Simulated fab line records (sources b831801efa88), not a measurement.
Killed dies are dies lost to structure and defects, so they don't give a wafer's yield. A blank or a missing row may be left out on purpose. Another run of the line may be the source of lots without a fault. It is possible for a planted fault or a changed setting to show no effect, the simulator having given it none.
Code-filled problem report in 8D (eight disciplines) form + flow sky130 + the parts of the form that need people (team, actions taken, sign-off) are left out

== 1. THE PROBLEM ==
Across 9 wafers from 3 lots, CAP2M_OVL at SKY_CAP2M_OVL_MEAS_12 averages 243.9 nm, while fault-free wafers read -0.9 nm with a standard deviation of 1.4. So: +99 or more standard deviations from the usual mean.
Seen first at day 44 07:05 on overlay-01, wafer L313.2. At this step, 36 wafers from 12 lots have a number in the record. By rule, "out" or "out of limits" means more than 4 standard deviations away from the usual mean. All remaining wafers that have a number are taken as sound.

== 2. WHAT IT IS, WHAT IT ISN'T ==
| question                    | is                     | is not                                                                                            |
|-----------------------------|------------------------|---------------------------------------------------------------------------------------------------|
| which readings at this step | CAP2M_OVL              | -                                                                                                 |
| which lots                  | L313, L316, L317       | L306, L311, L312, L321, L322, L323, L324, L325, L327                                              |
| which wafers of those lots  | all that have a number | -                                                                                                 |
| read on which gauges        | overlay-01, overlay-02 | -                                                                                                 |
| when                        | from day 44 07:05      | up to then (9 sound wafers); but 18 sound wafers of L321, L322, L323, L324, L325, L327 came after |

== 3. THE SUSPECTS, EACH WITH WHAT RULES IT OUT ==
Counting: any tool at a process step up to the reading is kept as a suspect provided that every lot that is out went through it and no sound lot did after the first of them.
- ruled out: the gauge at SKY_CAP2M_OVL_MEAS_12. The wafers that are out were read on 2 gauges (overlay-01, overlay-02).
- ilineStepper-01 at SKY_CAP2M_EXPOSE_09 (exposes mask CAP2M, target cd 1000 nm): kept. It ran every lot that is out, first L313 (day 43 20:37), and no sound lot after that; its last sound lot up to then is L312 (day 43 18:15).
The count leaves ilineStepper-01 at SKY_CAP2M_EXPOSE_09.

== 4. THE CAUSE (what the simulator had put in) ==
Scanner matching overlay: ilineStepper-01, from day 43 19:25 on, at SKY_CAP2M_EXPOSE_09. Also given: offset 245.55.
After counting, this tool was the only one left.

== 5. THE CHAIN OF EFFECTS, in route order ==
One row per reading whose mean, taken over the struck wafers that have a number, lies over 3 standard deviations from the usual. Only readings for which the record gives a usual standard deviation are gone through. hours: the time from each lot's start at the first step in this table that gives one to its start at this step, as a median over the lots. sigmas: the change in usual standard deviations.
| hours | step                  | reading              | usual   | on struck wafers | change | sigmas      |
|-------|-----------------------|----------------------|---------|------------------|--------|-------------|
| 0     | SKY_CAP2M_OVL_MEAS_12 | CAP2M_OVL            | -0.9 nm | 243.9            | +244.8 | +99 or more |
| 110   | SKY_PAD_OPEN_PROBE_99 | defectLimitedYield   | 82.6 %  | 0.0              | -82.6  | -41         |
| 110   | SKY_PAD_OPEN_PROBE_99 | killedAtOther        | 0.2     | 407.1            | +406.9 | +99 or more |
| 110   | SKY_PAD_OPEN_PROBE_99 | killedDies           | 85      | 492              | +407   | +41         |
| 110   | SKY_PAD_OPEN_PROBE_99 | killedOnRim          | 17      | 96               | +79    | +23         |
| 110   | SKY_PAD_OPEN_PROBE_99 | sort_bin_3_pad_short | 0.9 %   | 41.4             | +40.5  | +99         |
| 110   | SKY_PAD_OPEN_PROBE_99 | sort_bin_5_function  | 10.2 %  | 52.3             | +42.1  | +30         |
| 110   | SKY_PAD_OPEN_PROBE_99 | sortNPass            | 407     | 0                | -407   | -41         |
| 110   | SKY_PAD_OPEN_PROBE_99 | sortYieldPct         | 82.6 %  | 0.0              | -82.6  | -41         |
Its process steps:
- SKY_PAD_OPEN_PROBE_99
Later measuring or inspecting steps at which every struck wafer that the step has a row for has a number for every such reading, and none has moved that far: SKY_METAL4_CD_MEAS_13.

== 6. HOW IT WOULD HAVE BEEN CAUGHT EARLIER ==
12 hours passed between the start of the fault at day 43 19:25 and the first reading out of limits at a measuring or inspecting step in this record, taken at day 44 07:05.
Of the lots that are out (3), L316 began SKY_CAP2M_EXPOSE_09 on ilineStepper-01 after day 44 07:05. A tool hold placed at that time would have kept it from harm.
